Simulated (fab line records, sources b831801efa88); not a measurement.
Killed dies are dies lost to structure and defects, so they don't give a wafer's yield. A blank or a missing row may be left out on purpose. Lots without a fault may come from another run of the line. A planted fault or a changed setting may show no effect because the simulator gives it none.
One fault seen from 2 desks | flow sky130 | each desk has only its own numbers; what lay behind them comes last

THE TOOL OWNER'S DESK: implanter-01
The tool's own readings at SKY_LDD_N_IMPLANT_13: means of the sampled wafers that have a number, for each lot that ran on this tool. A lot is out of limits, marked OUT, if its mean lies more than 4 standard deviations from the usual mean; the brackets give that distance.
Columns: A = beam_on_s at SKY_LDD_N_IMPLANT_13, usual 10.01 s; B = dose_ions_cm2 at SKY_LDD_N_IMPLANT_13, usual 5e+12; C = end_station_pressure_torr at SKY_LDD_N_IMPLANT_13, usual 4.99e-06 Torr; D = faraday_current_uA at SKY_LDD_N_IMPLANT_13, usual 28.2
lot  | first seen here | A     | B                       | C        | D
L614 | day 17 21:34    | 9.93  | 5e+12                   | 4.99e-06 | 28.4
L622 | day 21 19:04    | 10.16 | 7e+12 (+99 or more) OUT | 4.74e-06 | 39.0 (+18) OUT
L624 | day 22 01:06    | 10.05 | 7e+12 (+99 or more) OUT | 4.97e-06 | 39.5 (+19) OUT
L634 | day 25 13:34    | 9.97  | 5e+12                   | 4.95e-06 | 28.3
L636 | day 25 19:53    | 9.91  | 5e+12                   | 4.91e-06 | 28.4
This desk's finding: out of limits on L622, L624; first on L622, day 21 19:04 (dose_ions_cm2 at SKY_LDD_N_IMPLANT_13). In limits: L614, L634, L636.

THE METROLOGY DESK
What the gauges read, lot by lot, whatever tool the lot ran on: means of the sampled wafers that have a number. A lot is out of limits, marked OUT, if its mean lies more than 4 standard deviations from the usual mean; the brackets give that distance.
Columns: A = VT_ADJUST_HVTP_OVL at SKY_VT_ADJUST_HVTP_OVL_MEAS_08, usual 0.8 nm; B = SONOS_TUNNEL_OVL at SKY_SONOS_TUNNEL_OVL_MEAS_08, usual 0.2 nm; C = GATE_OXIDE_OVL at SKY_GATE_OXIDE_OVL_MEAS_10, usual 0.4 nm
lot  | first seen here | A    | B    | C
L614 | day 6 07:56     | 0.6  | -0.7 | 0.3
L617 | day 6 21:22     | 0.8  | -0.3 | 0.7
L618 | day 7 03:13     | 1.0  | -0.3 | 0.7
L622 | day 8 11:47     | 3.4  | 1.0  | -0.5
L624 | day 8 15:42     | 0.9  | 0.9  | 2.3
L627 | day 9 13:11     | 1.6  | 0.4  | -0.1
L628 | day 10 01:49    | 2.0  | 1.0  | 1.0
L630 | day 10 11:45    | 0.8  | 1.7  | 1.0
L631 | day 10 15:37    | -0.7 | 1.8  | -0.5
L632 | day 10 21:51    | 2.0  | -0.4 | 1.3
L633 | day 11 05:09    | 0.4  | -0.3 | 1.9
L634 | day 11 15:51    | 1.1  | 1.2  | 0.7
L636 | day 12 01:24    | -2.1 | -0.3 | 0.8
L637 | day 12 04:00    | -1.7 | 0.7  | -0.3
This desk's finding: nothing out of limits on any of the 14 lots.

PUT TOGETHER
The tool owner's desk could have raised an alarm at day 21 19:04, on L622, L624.
The metrology desk saw nothing out of limits.
The metrology desk has L622, L624 on record, within its limits.
Of the lots named, all ran SKY_LDD_N_IMPLANT_13 on implanter-01.

WHAT THE SIMULATOR HAD PUT IN
Process parameter drift: implanter-01, from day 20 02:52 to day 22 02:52, at SKY_LDD_N_IMPLANT_13. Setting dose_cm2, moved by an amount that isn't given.
Lots struck among those shown: L622, L624.
Hours from the fault's start to each desk's first reading out of limits: the tool owner's desk, 40.
